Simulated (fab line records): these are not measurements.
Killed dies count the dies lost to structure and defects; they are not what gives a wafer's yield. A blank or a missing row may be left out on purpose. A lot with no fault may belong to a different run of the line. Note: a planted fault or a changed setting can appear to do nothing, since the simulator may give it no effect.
fab line records || flow sky130 || part 2 of 2: steps 27 to 36 of 36
record {"lots": 5, "wafers": 15, "lastDay": 49}
route steps=708 shown DNWELL@44 PWDE@45 NWELL@56
lots with no fault: from the same line, run without faults
startH: the number of hours between the record's first day and the start of the first shown wafer of the lot || waitH: how many hours have passed since the lot's step before this one || " same as the row above || L1.1+2: several wafers, shown together as one row || - either no value or no given start || * or withheld: withheld || < > ~ a bound
route shown NAME@n: a module of which the file shows steps, and the number in the route of the first || usual: average and standard deviation across the fault-free wafers || same: alike in all rows || chamber/n: place in a boat || sites: readings site by site || _std_site: the standard deviation of these || _edge_site: outer sites' mean less inner sites' || radiusMm: how far each site lies from the wafer's centre || mask NAME#n: copy n || behind: tool/chamber where the wafer was last shaped || hold: what put the lot on hold/how long, in hours/how the hold closed || device: the n, p or np transistor that did not switch || end of line: the route-end tests of the same wafers || step lacking rows: just its recipe || killed: dies that structure and defects cost at the first sort, which is not the same as the wafer's yield || map: a wafer's dies, x killed, . not, _ none there
set.NAME: the setting that was run; set.NAME@STEP: the one run at that earlier step || model.NAME: the simulator's own value behind a step, which no gauge read
a table for each step, a row for each wafer; lots at some steps of the route
services: from which hour (startH, from the record's first day; less than 0 if before it) a tool's chamber was out of use, for how many hours, and why
## steps
# step SKY_NWELL_HMDS_17
# recipe {"primeTimeS": 60, "primeTempC": 120}
# usual {"resistLineTempC": "22.98/0.095"}
{"lot.wafer": "L078.2", "tool": "lithoTrack-01", "chamber": 0, "startH": 121.01, "waitH": 0.1, "resistLineTempC": 22.88}
{"lot.wafer": "L078.4", "tool": "lithoTrack-01", "chamber": 0, "startH": 121.01, "waitH": 0.1, "resistLineTempC": 23.05}
{"lot.wafer": "L078.6", "tool": "lithoTrack-01", "chamber": 0, "startH": 121.01, "waitH": 0.1, "resistLineTempC": 22.94}
{"lot.wafer": "L086.1", "tool": "lithoTrack-02", "chamber": 0, "startH": 165.50, "waitH": 0.1, "resistLineTempC": 23.00}
{"lot.wafer": "L086.2", "tool": "lithoTrack-02", "chamber": 0, "startH": 165.50, "waitH": 0.1, "resistLineTempC": 23.14}
{"lot.wafer": "L086.6", "tool": "lithoTrack-02", "chamber": 0, "startH": 165.50, "waitH": 0.1, "resistLineTempC": 23.06}
{"lot.wafer": "L089.3", "tool": "lithoTrack-04", "chamber": 0, "startH": 182.99, "waitH": 0.1, "resistLineTempC": 22.99}
{"lot.wafer": "L089.4", "tool": "lithoTrack-04", "chamber": 0, "startH": 182.99, "waitH": 0.1, "resistLineTempC": 23.02}
{"lot.wafer": "L089.6", "tool": "lithoTrack-04", "chamber": 0, "startH": 182.99, "waitH": 0.1, "resistLineTempC": 23.04}
{"lot.wafer": "L093.2", "tool": "lithoTrack-01", "chamber": 0, "startH": 207.16, "waitH": 0.1, "resistLineTempC": 23.02}
{"lot.wafer": "L093.5", "tool": "lithoTrack-01", "chamber": 0, "startH": 207.16, "waitH": 0.1, "resistLineTempC": 23.06}
{"lot.wafer": "L093.6", "tool": "lithoTrack-01", "chamber": 0, "startH": 207.16, "waitH": 0.1, "resistLineTempC": 22.92}
{"lot.wafer": "L094.2", "tool": "lithoTrack-01", "chamber": 0, "startH": 211.36, "waitH": 0.1, "resistLineTempC": 23.12}
{"lot.wafer": "L094.4", "tool": "lithoTrack-01", "chamber": 0, "startH": 211.36, "waitH": 0.1, "resistLineTempC": 23.12}
{"lot.wafer": "L094.5", "tool": "lithoTrack-01", "chamber": 0, "startH": 211.36, "waitH": 0.1, "resistLineTempC": 23.03}
# step SKY_NWELL_COAT_18
# recipe {"spinRpm": 2000, "resistThkNm": 3000}
# usual {"resistLineTempC": "23.01/0.11"}
{"lot.wafer": "L078.2", "tool": "lithoTrack-01", "chamber": 0, "startH": 121.16, "waitH": 0.1, "resistLineTempC": 22.97}
{"lot.wafer": "L078.4", "tool": "lithoTrack-01", "chamber": 0, "startH": 121.16, "waitH": 0.1, "resistLineTempC": 23.16}
{"lot.wafer": "L078.6", "tool": "lithoTrack-01", "chamber": 0, "startH": 121.16, "waitH": 0.1, "resistLineTempC": 23.08}
{"lot.wafer": "L086.1", "tool": "lithoTrack-02", "chamber": 0, "startH": 165.65, "waitH": 0.1, "resistLineTempC": 22.75}
{"lot.wafer": "L086.2", "tool": "lithoTrack-02", "chamber": 0, "startH": 165.65, "waitH": 0.1, "resistLineTempC": 22.88}
{"lot.wafer": "L086.6", "tool": "lithoTrack-02", "chamber": 0, "startH": 165.65, "waitH": 0.1, "resistLineTempC": 22.99}
{"lot.wafer": "L089.3", "tool": "lithoTrack-04", "chamber": 0, "startH": 183.14, "waitH": 0.1, "resistLineTempC": 22.90}
{"lot.wafer": "L089.4", "tool": "lithoTrack-04", "chamber": 0, "startH": 183.14, "waitH": 0.1, "resistLineTempC": 22.72}
{"lot.wafer": "L089.6", "tool": "lithoTrack-04", "chamber": 0, "startH": 183.14, "waitH": 0.1, "resistLineTempC": 22.79}
{"lot.wafer": "L093.2", "tool": "lithoTrack-01", "chamber": 0, "startH": 207.31, "waitH": 0.1, "resistLineTempC": 23.07}
{"lot.wafer": "L093.5", "tool": "lithoTrack-01", "chamber": 0, "startH": 207.31, "waitH": 0.1, "resistLineTempC": 23.09}
{"lot.wafer": "L093.6", "tool": "lithoTrack-01", "chamber": 0, "startH": 207.31, "waitH": 0.1, "resistLineTempC": 22.98}
{"lot.wafer": "L094.2", "tool": "lithoTrack-01", "chamber": 0, "startH": 211.51, "waitH": 0.1, "resistLineTempC": 23.04}
{"lot.wafer": "L094.4", "tool": "lithoTrack-01", "chamber": 0, "startH": 211.51, "waitH": 0.1, "resistLineTempC": 22.86}
{"lot.wafer": "L094.5", "tool": "lithoTrack-01", "chamber": 0, "startH": 211.51, "waitH": 0.1, "resistLineTempC": 22.88}
# step SKY_NWELL_SOFTBAKE_19
# recipe {"tempC": 110, "timeS": "withheld"}
# usual {"resistLineTempC": "22.97/0.1"}
{"lot.wafer": "L078.2", "tool": "lithoTrack-01", "chamber": 0, "startH": 121.32, "waitH": 0.1, "resistLineTempC": 22.93}
{"lot.wafer": "L078.4", "tool": "lithoTrack-01", "chamber": 0, "startH": 121.32, "waitH": 0.1, "resistLineTempC": 23.00}
{"lot.wafer": "L078.6", "tool": "lithoTrack-01", "chamber": 0, "startH": 121.32, "waitH": 0.1, "resistLineTempC": 22.84}
{"lot.wafer": "L086.1", "tool": "lithoTrack-02", "chamber": 0, "startH": 165.80, "waitH": 0.1, "resistLineTempC": 22.87}
{"lot.wafer": "L086.2", "tool": "lithoTrack-02", "chamber": 0, "startH": 165.80, "waitH": 0.1, "resistLineTempC": 22.97}
{"lot.wafer": "L086.6", "tool": "lithoTrack-02", "chamber": 0, "startH": 165.80, "waitH": 0.1, "resistLineTempC": 23.13}
{"lot.wafer": "L089.3", "tool": "lithoTrack-04", "chamber": 0, "startH": 183.31, "waitH": 0.1, "resistLineTempC": 22.95}
{"lot.wafer": "L089.4", "tool": "lithoTrack-04", "chamber": 0, "startH": 183.31, "waitH": 0.1, "resistLineTempC": 23.00}
{"lot.wafer": "L089.6", "tool": "lithoTrack-04", "chamber": 0, "startH": 183.31, "waitH": 0.1, "resistLineTempC": 22.95}
{"lot.wafer": "L093.2", "tool": "lithoTrack-01", "chamber": 0, "startH": 207.47, "waitH": 0.1, "resistLineTempC": 22.86}
{"lot.wafer": "L093.5", "tool": "lithoTrack-01", "chamber": 0, "startH": 207.47, "waitH": 0.1, "resistLineTempC": 22.92}
{"lot.wafer": "L093.6", "tool": "lithoTrack-01", "chamber": 0, "startH": 207.47, "waitH": 0.1, "resistLineTempC": 22.95}
{"lot.wafer": "L094.2", "tool": "lithoTrack-01", "chamber": 0, "startH": 211.67, "waitH": 0.1, "resistLineTempC": 23.08}
{"lot.wafer": "L094.4", "tool": "lithoTrack-01", "chamber": 0, "startH": 211.67, "waitH": 0.1, "resistLineTempC": 22.98}
{"lot.wafer": "L094.5", "tool": "lithoTrack-01", "chamber": 0, "startH": 211.67, "waitH": 0.1, "resistLineTempC": 22.85}
# step SKY_NWELL_EXPOSE_20
# recipe {"maskId": "NWM_COMPLEMENT", "na": 0.6, "sourceShape": "conventional", "sigmaOuter": 0.6, "polarization": "unpolarized", "targetCdNm": 840, "doseMj": 260}
{"lot.wafer": "L078.2+4+6", "tool": "ilineStepper-01", "chamber": 0, "startH": "-", "waitH": "-", "mask": "NWM_COMPLEMENT#0"}
{"lot.wafer": "L086.1+2+6", "tool": "ilineStepper-02", "chamber": 0, "startH": "-", "waitH": "-", "mask": "NWM_COMPLEMENT#0"}
{"lot.wafer": "L089.3+4+6", "tool": "ilineStepper-02", "chamber": 0, "startH": "-", "waitH": "-", "mask": "NWM_COMPLEMENT#0"}
{"lot.wafer": "L093.2+5+6", "tool": "ilineStepper-02", "chamber": 0, "startH": "-", "waitH": "-", "mask": "NWM_COMPLEMENT#0"}
{"lot.wafer": "L094.2+4+5", "tool": "ilineStepper-01", "chamber": 0, "startH": "-", "waitH": "-", "mask": "NWM_COMPLEMENT#0"}
# step SKY_NWELL_PEB_21
# recipe {"tempC": 115, "timeS": "withheld"}
# usual {"resistLineTempC": "22.99/0.11"}
{"lot.wafer": "L078.2", "tool": "lithoTrack-02", "chamber": 0, "startH": "-", "waitH": "-", "resistLineTempC": 23.09}
{"lot.wafer": "L078.4", "tool": "lithoTrack-02", "chamber": 0, "startH": "-", "waitH": "-", "resistLineTempC": 23.09}
{"lot.wafer": "L078.6", "tool": "lithoTrack-02", "chamber": 0, "startH": "-", "waitH": "-", "resistLineTempC": 22.97}
{"lot.wafer": "L086.1", "tool": "lithoTrack-02", "chamber": 0, "startH": "-", "waitH": "-", "resistLineTempC": 22.72}
{"lot.wafer": "L086.2", "tool": "lithoTrack-02", "chamber": 0, "startH": "-", "waitH": "-", "resistLineTempC": 22.84}
{"lot.wafer": "L086.6", "tool": "lithoTrack-02", "chamber": 0, "startH": "-", "waitH": "-", "resistLineTempC": 22.84}
{"lot.wafer": "L089.3", "tool": "lithoTrack-01", "chamber": 0, "startH": "-", "waitH": "-", "resistLineTempC": 23.12}
{"lot.wafer": "L089.4", "tool": "lithoTrack-01", "chamber": 0, "startH": "-", "waitH": "-", "resistLineTempC": 23.00}
{"lot.wafer": "L089.6", "tool": "lithoTrack-01", "chamber": 0, "startH": "-", "waitH": "-", "resistLineTempC": 23.00}
{"lot.wafer": "L093.2", "tool": "lithoTrack-01", "chamber": 0, "startH": "-", "waitH": "-", "resistLineTempC": 23.12}
{"lot.wafer": "L093.5", "tool": "lithoTrack-01", "chamber": 0, "startH": "-", "waitH": "-", "resistLineTempC": 23.00}
{"lot.wafer": "L093.6", "tool": "lithoTrack-01", "chamber": 0, "startH": "-", "waitH": "-", "resistLineTempC": 23.02}
{"lot.wafer": "L094.2", "tool": "lithoTrack-02", "chamber": 0, "startH": "-", "waitH": "-", "resistLineTempC": 22.96}
{"lot.wafer": "L094.4", "tool": "lithoTrack-02", "chamber": 0, "startH": "-", "waitH": "-", "resistLineTempC": 23.04}
{"lot.wafer": "L094.5", "tool": "lithoTrack-02", "chamber": 0, "startH": "-", "waitH": "-", "resistLineTempC": 23.05}
# step SKY_NWELL_DEVELOP_22
# recipe {"wallAngleDeg": 90, "developer": "TMAH", "developTimeS": 60, "devTempC": 23}
# usual {"resistLineTempC": "23.00/0.11"}
{"lot.wafer": "L078.2", "tool": "lithoTrack-02", "chamber": 0, "startH": "-", "waitH": "-", "resistLineTempC": 23.23}
{"lot.wafer": "L078.4", "tool": "lithoTrack-02", "chamber": 0, "startH": "-", "waitH": "-", "resistLineTempC": 23.18}
{"lot.wafer": "L078.6", "tool": "lithoTrack-02", "chamber": 0, "startH": "-", "waitH": "-", "resistLineTempC": 22.95}
{"lot.wafer": "L086.1", "tool": "lithoTrack-02", "chamber": 0, "startH": "-", "waitH": "-", "resistLineTempC": 22.86}
{"lot.wafer": "L086.2", "tool": "lithoTrack-02", "chamber": 0, "startH": "-", "waitH": "-", "resistLineTempC": 22.84}
{"lot.wafer": "L086.6", "tool": "lithoTrack-02", "chamber": 0, "startH": "-", "waitH": "-", "resistLineTempC": 23.02}
{"lot.wafer": "L089.3", "tool": "lithoTrack-01", "chamber": 0, "startH": "-", "waitH": "-", "resistLineTempC": 22.87}
{"lot.wafer": "L089.4", "tool": "lithoTrack-01", "chamber": 0, "startH": "-", "waitH": "-", "resistLineTempC": 23.07}
{"lot.wafer": "L089.6", "tool": "lithoTrack-01", "chamber": 0, "startH": "-", "waitH": "-", "resistLineTempC": 23.05}
{"lot.wafer": "L093.2", "tool": "lithoTrack-01", "chamber": 0, "startH": "-", "waitH": "-", "resistLineTempC": 23.25}
{"lot.wafer": "L093.5", "tool": "lithoTrack-01", "chamber": 0, "startH": "-", "waitH": "-", "resistLineTempC": 23.01}
{"lot.wafer": "L093.6", "tool": "lithoTrack-01", "chamber": 0, "startH": "-", "waitH": "-", "resistLineTempC": 23.09}
{"lot.wafer": "L094.2", "tool": "lithoTrack-02", "chamber": 0, "startH": "-", "waitH": "-", "resistLineTempC": 23.12}
{"lot.wafer": "L094.4", "tool": "lithoTrack-02", "chamber": 0, "startH": "-", "waitH": "-", "resistLineTempC": 23.11}
{"lot.wafer": "L094.5", "tool": "lithoTrack-02", "chamber": 0, "startH": "-", "waitH": "-", "resistLineTempC": 23.19}
# step SKY_NWELL_OVL_MEAS_23
# usual {"NWELL_01_OVL": "0.8/1.6"}
{"lot.wafer": "L078.2", "tool": "overlay-01", "chamber": "-", "startH": 130.66, "waitH": "-", "NWELL_01_OVL[nm]": 2.6}
{"lot.wafer": "L078.4", "tool": "overlay-01", "chamber": "-", "startH": 130.66, "waitH": "-", "NWELL_01_OVL[nm]": 2.5}
{"lot.wafer": "L078.6", "tool": "overlay-01", "chamber": "-", "startH": 130.66, "waitH": "-", "NWELL_01_OVL[nm]": 3.4}
{"lot.wafer": "L086.1", "tool": "overlay-02", "chamber": "-", "startH": 175.35, "waitH": "-", "NWELL_01_OVL[nm]": -0.7}
{"lot.wafer": "L086.2", "tool": "overlay-02", "chamber": "-", "startH": 175.35, "waitH": "-", "NWELL_01_OVL[nm]": -1.4}
{"lot.wafer": "L086.6", "tool": "overlay-02", "chamber": "-", "startH": 175.35, "waitH": "-", "NWELL_01_OVL[nm]": -2.7}
{"lot.wafer": "L089.3", "tool": "overlay-01", "chamber": "-", "startH": 194.25, "waitH": "-", "NWELL_01_OVL[nm]": 1.6}
{"lot.wafer": "L089.4", "tool": "overlay-01", "chamber": "-", "startH": 194.25, "waitH": "-", "NWELL_01_OVL[nm]": 1.9}
{"lot.wafer": "L089.6", "tool": "overlay-01", "chamber": "-", "startH": 194.25, "waitH": "-", "NWELL_01_OVL[nm]": 2.6}
{"lot.wafer": "L093.2", "tool": "overlay-01", "chamber": "-", "startH": 218.29, "waitH": "-", "NWELL_01_OVL[nm]": 1.2}
{"lot.wafer": "L093.5", "tool": "overlay-01", "chamber": "-", "startH": 218.29, "waitH": "-", "NWELL_01_OVL[nm]": 0.3}
{"lot.wafer": "L093.6", "tool": "overlay-01", "chamber": "-", "startH": 218.29, "waitH": "-", "NWELL_01_OVL[nm]": -0.7}
{"lot.wafer": "L094.2", "tool": "overlay-02", "chamber": "-", "startH": 223.06, "waitH": "-", "NWELL_01_OVL[nm]": -0.3}
{"lot.wafer": "L094.4", "tool": "overlay-02", "chamber": "-", "startH": 223.06, "waitH": "-", "NWELL_01_OVL[nm]": 1.2}
{"lot.wafer": "L094.5", "tool": "overlay-02", "chamber": "-", "startH": 223.06, "waitH": "-", "NWELL_01_OVL[nm]": 1.6}
# step SKY_NWELL_IMPLANT_24
# recipe {"species": "B", "energyKev": 140, "doseCm2": 9.2e+12, "tiltDeg": "withheld"}
# usual {"beamEnergyKeV": "140.00/0.047"}
{"lot.wafer": "L078.2", "tool": "implanter-04", "chamber": 0, "startH": 130.71, "waitH": 0.0, "beamEnergyKeV": 140.00}
{"lot.wafer": "L078.4", "tool": "implanter-04", "chamber": 0, "startH": 130.71, "waitH": 0.0, "beamEnergyKeV": 139.96}
{"lot.wafer": "L078.6", "tool": "implanter-04", "chamber": 0, "startH": 130.71, "waitH": 0.0, "beamEnergyKeV": 140.00}
{"lot.wafer": "L086.1", "tool": "implanter-03", "chamber": 0, "startH": 175.39, "waitH": 0.0, "beamEnergyKeV": 139.98}
{"lot.wafer": "L086.2", "tool": "implanter-03", "chamber": 0, "startH": 175.39, "waitH": 0.0, "beamEnergyKeV": 140.04}
{"lot.wafer": "L086.6", "tool": "implanter-03", "chamber": 0, "startH": 175.39, "waitH": 0.0, "beamEnergyKeV": 140.00}
{"lot.wafer": "L089.3", "tool": "implanter-03", "chamber": 0, "startH": 194.32, "waitH": 0.1, "beamEnergyKeV": 139.95}
{"lot.wafer": "L089.4", "tool": "implanter-03", "chamber": 0, "startH": 194.32, "waitH": 0.1, "beamEnergyKeV": 140.02}
{"lot.wafer": "L089.6", "tool": "implanter-03", "chamber": 0, "startH": 194.32, "waitH": 0.1, "beamEnergyKeV": 140.08}
{"lot.wafer": "L093.2", "tool": "implanter-04", "chamber": 0, "startH": 218.35, "waitH": 0.0, "beamEnergyKeV": 140.02}
{"lot.wafer": "L093.5", "tool": "implanter-04", "chamber": 0, "startH": 218.35, "waitH": 0.0, "beamEnergyKeV": 140.01}
{"lot.wafer": "L093.6", "tool": "implanter-04", "chamber": 0, "startH": 218.35, "waitH": 0.0, "beamEnergyKeV": 139.99}
{"lot.wafer": "L094.2", "tool": "implanter-01", "chamber": 0, "startH": 223.11, "waitH": 0.0, "beamEnergyKeV": 140.05}
{"lot.wafer": "L094.4", "tool": "implanter-01", "chamber": 0, "startH": 223.11, "waitH": 0.0, "beamEnergyKeV": 139.94}
{"lot.wafer": "L094.5", "tool": "implanter-01", "chamber": 0, "startH": 223.11, "waitH": 0.0, "beamEnergyKeV": 139.94}
# step SKY_NWELL_STRIP_25
# recipe {"chemistry": "O2/N2", "powerW": 1400, "pressureMtorr": 1500, "platenTempC": "withheld", "o2FlowSccm": 3000, "n2FlowSccm": 300, "overashFraction": 0.5}
# usual {"chamberPressureMTorr": "1500.0/1.2", "drypumpMotorCurrentA": "5.5/0.39", "oesProductAu": "0.723/0.0043", "stripTimeToEndpointS": "36.89/0.11"}
{"lot.wafer": "L078.2", "tool": "plasmaAsher-03", "chamber": 1, "startH": 130.84, "waitH": 0.1, "chamberPressureMTorr": 1502.1, "drypumpMotorCurrentA": 5.6, "oesProductAu": 0.721, "rfHoursCounterH": 32, "stripTimeToEndpointS": 36.72}
{"lot.wafer": "L078.4", "tool": "plasmaAsher-03", "chamber": 1, "startH": 130.84, "waitH": 0.1, "chamberPressureMTorr": 1500.2, "drypumpMotorCurrentA": 5.6, "oesProductAu": 0.719, "rfHoursCounterH": "-", "stripTimeToEndpointS": 36.64}
{"lot.wafer": "L078.6", "tool": "plasmaAsher-03", "chamber": 0, "startH": 130.84, "waitH": 0.1, "chamberPressureMTorr": 1500.0, "drypumpMotorCurrentA": 5.7, "oesProductAu": 0.729, "rfHoursCounterH": "-", "stripTimeToEndpointS": 36.68}
{"lot.wafer": "L086.1", "tool": "plasmaAsher-01", "chamber": 1, "startH": 175.54, "waitH": 0.1, "chamberPressureMTorr": 1501.1, "drypumpMotorCurrentA": 6.2, "oesProductAu": 0.721, "rfHoursCounterH": 5, "stripTimeToEndpointS": 36.94}
{"lot.wafer": "L086.2", "tool": "plasmaAsher-01", "chamber": 0, "startH": 175.54, "waitH": 0.1, "chamberPressureMTorr": 1499.5, "drypumpMotorCurrentA": 5.3, "oesProductAu": 0.725, "rfHoursCounterH": 5, "stripTimeToEndpointS": 37.01}
{"lot.wafer": "L086.6", "tool": "plasmaAsher-01", "chamber": 0, "startH": 175.54, "waitH": 0.1, "chamberPressureMTorr": 1500.9, "drypumpMotorCurrentA": 5.3, "oesProductAu": 0.725, "rfHoursCounterH": "-", "stripTimeToEndpointS": 36.93}
{"lot.wafer": "L089.3", "tool": "plasmaAsher-01", "chamber": 1, "startH": 194.46, "waitH": 0.1, "chamberPressureMTorr": 1500.7, "drypumpMotorCurrentA": 6.1, "oesProductAu": 0.722, "rfHoursCounterH": "-", "stripTimeToEndpointS": 36.92}
{"lot.wafer": "L089.4", "tool": "plasmaAsher-01", "chamber": 0, "startH": 194.46, "waitH": 0.1, "chamberPressureMTorr": 1501.4, "drypumpMotorCurrentA": 5.3, "oesProductAu": 0.726, "rfHoursCounterH": "-", "stripTimeToEndpointS": 36.81}
{"lot.wafer": "L089.6", "tool": "plasmaAsher-01", "chamber": 0, "startH": 194.46, "waitH": 0.1, "chamberPressureMTorr": 1501.6, "drypumpMotorCurrentA": 5.3, "oesProductAu": 0.724, "rfHoursCounterH": "-", "stripTimeToEndpointS": 36.93}
{"lot.wafer": "L093.2", "tool": "plasmaAsher-04", "chamber": 1, "startH": 218.47, "waitH": 0.1, "chamberPressureMTorr": 1498.7, "drypumpMotorCurrentA": 5.1, "oesProductAu": 0.721, "rfHoursCounterH": 54, "stripTimeToEndpointS": 36.82}
{"lot.wafer": "L093.5", "tool": "plasmaAsher-04", "chamber": 0, "startH": 218.47, "waitH": 0.1, "chamberPressureMTorr": 1501.7, "drypumpMotorCurrentA": 5.3, "oesProductAu": 0.724, "rfHoursCounterH": "-", "stripTimeToEndpointS": 36.90}
{"lot.wafer": "L093.6", "tool": "plasmaAsher-04", "chamber": 1, "startH": 218.47, "waitH": 0.1, "chamberPressureMTorr": 1500.2, "drypumpMotorCurrentA": 5.1, "oesProductAu": 0.725, "rfHoursCounterH": "-", "stripTimeToEndpointS": 36.93}
{"lot.wafer": "L094.2", "tool": "plasmaAsher-04", "chamber": 1, "startH": 223.24, "waitH": 0.1, "chamberPressureMTorr": 1499.5, "drypumpMotorCurrentA": 5.1, "oesProductAu": 0.726, "rfHoursCounterH": 55, "stripTimeToEndpointS": 36.90}
{"lot.wafer": "L094.4", "tool": "plasmaAsher-04", "chamber": 0, "startH": 223.24, "waitH": 0.1, "chamberPressureMTorr": 1498.9, "drypumpMotorCurrentA": 5.2, "oesProductAu": 0.721, "rfHoursCounterH": "-", "stripTimeToEndpointS": 36.95}
{"lot.wafer": "L094.5", "tool": "plasmaAsher-04", "chamber": 1, "startH": 223.24, "waitH": 0.1, "chamberPressureMTorr": 1501.2, "drypumpMotorCurrentA": 5.1, "oesProductAu": 0.721, "rfHoursCounterH": "-", "stripTimeToEndpointS": 36.95}
# step SKY_NWELL_TW_MEAS_26
# usual {"NWELL_2_TW": "496/4.1"}
{"lot.wafer": "L078.2", "tool": "filmMetro-04", "chamber": "-", "startH": 130.95, "waitH": 0.1, "NWELL_2_TW": 501}
{"lot.wafer": "L078.4", "tool": "filmMetro-04", "chamber": "-", "startH": 130.95, "waitH": 0.1, "NWELL_2_TW": 499}
{"lot.wafer": "L078.6", "tool": "filmMetro-04", "chamber": "-", "startH": 130.95, "waitH": 0.1, "NWELL_2_TW": 499}
{"lot.wafer": "L086.1", "tool": "filmMetro-03", "chamber": "-", "startH": 175.64, "waitH": 0.1, "NWELL_2_TW": 501}
{"lot.wafer": "L086.2", "tool": "filmMetro-03", "chamber": "-", "startH": 175.64, "waitH": 0.1, "NWELL_2_TW": 499}
{"lot.wafer": "L086.6", "tool": "filmMetro-03", "chamber": "-", "startH": 175.64, "waitH": 0.1, "NWELL_2_TW": 502}
{"lot.wafer": "L089.3", "tool": "filmMetro-03", "chamber": "-", "startH": 194.54, "waitH": 0.1, "NWELL_2_TW": 493}
{"lot.wafer": "L089.4", "tool": "filmMetro-03", "chamber": "-", "startH": 194.54, "waitH": 0.1, "NWELL_2_TW": 497}
{"lot.wafer": "L089.6", "tool": "filmMetro-03", "chamber": "-", "startH": 194.54, "waitH": 0.1, "NWELL_2_TW": 497}
{"lot.wafer": "L093.2", "tool": "filmMetro-02", "chamber": "-", "startH": 218.58, "waitH": 0.1, "NWELL_2_TW": 490}
{"lot.wafer": "L093.5", "tool": "filmMetro-02", "chamber": "-", "startH": 218.58, "waitH": 0.1, "NWELL_2_TW": 489}
{"lot.wafer": "L093.6", "tool": "filmMetro-02", "chamber": "-", "startH": 218.58, "waitH": 0.1, "NWELL_2_TW": 493}
{"lot.wafer": "L094.2", "tool": "filmMetro-03", "chamber": "-", "startH": 223.35, "waitH": 0.1, "NWELL_2_TW": 497}
{"lot.wafer": "L094.4", "tool": "filmMetro-03", "chamber": "-", "startH": 223.35, "waitH": 0.1, "NWELL_2_TW": 500}
{"lot.wafer": "L094.5", "tool": "filmMetro-03", "chamber": "-", "startH": 223.35, "waitH": 0.1, "NWELL_2_TW": 496}
## services
{"tool": "implanter-01", "chamber": "-", "startH": 98.75, "hours": 4.9, "kind": "pm"}
{"tool": "plasmaAsher-04", "chamber": "-", "startH": 104.83, "hours": 1.2, "kind": "repair"}
{"tool": "plasmaAsher-01", "chamber": "-", "startH": 108.75, "hours": 9.0, "kind": "pm"}
{"tool": "plasmaAsher-01", "chamber": 0, "startH": 108.75, "hours": 9.0, "kind": "ventCycle"}
{"tool": "plasmaAsher-01", "chamber": 1, "startH": 108.75, "hours": 9.0, "kind": "ventCycle"}
{"tool": "plasmaAsher-01", "chamber": 0, "startH": 117.75, "hours": "-", "kind": "clean"}
{"tool": "plasmaAsher-01", "chamber": 1, "startH": 117.75, "hours": "-", "kind": "clean"}
{"tool": "ilineStepper-01", "chamber": "-", "startH": 122.95, "hours": 1.7, "kind": "pm"}
{"tool": "implanter-03", "chamber": "-", "startH": 125.98, "hours": 3.3, "kind": "repair"}
{"tool": "plasmaAsher-03", "chamber": "-", "startH": 134.59, "hours": 2.8, "kind": "pm"}
{"tool": "implanter-04", "chamber": "-", "startH": 151.79, "hours": 1.6, "kind": "repair"}
{"tool": "implanter-02", "chamber": "-", "startH": 158.05, "hours": 2.7, "kind": "repair"}
{"tool": "plasmaAsher-02", "chamber": "-", "startH": 161.01, "hours": 2.5, "kind": "repair"}
{"tool": "implanter-03", "chamber": "-", "startH": 170.91, "hours": 1.9, "kind": "repair"}
{"tool": "implanter-04", "chamber": "-", "startH": 173.17, "hours": 3.6, "kind": "repair"}
{"tool": "plasmaAsher-02", "chamber": "-", "startH": 177.02, "hours": 0.9, "kind": "repair"}
{"tool": "ilineStepper-01", "chamber": "-", "startH": 200.59, "hours": 8.9, "kind": "pm"}
{"tool": "implanter-02", "chamber": "-", "startH": 206.39, "hours": 3.0, "kind": "pm"}
{"tool": "plasmaAsher-04", "chamber": "-", "startH": 207.25, "hours": 3.2, "kind": "repair"}
{"tool": "ilineStepper-02", "chamber": "-", "startH": 213.24, "hours": 8.9, "kind": "pm"}
{"tool": "implanter-04", "chamber": "-", "startH": 216.29, "hours": 1.8, "kind": "repair"}
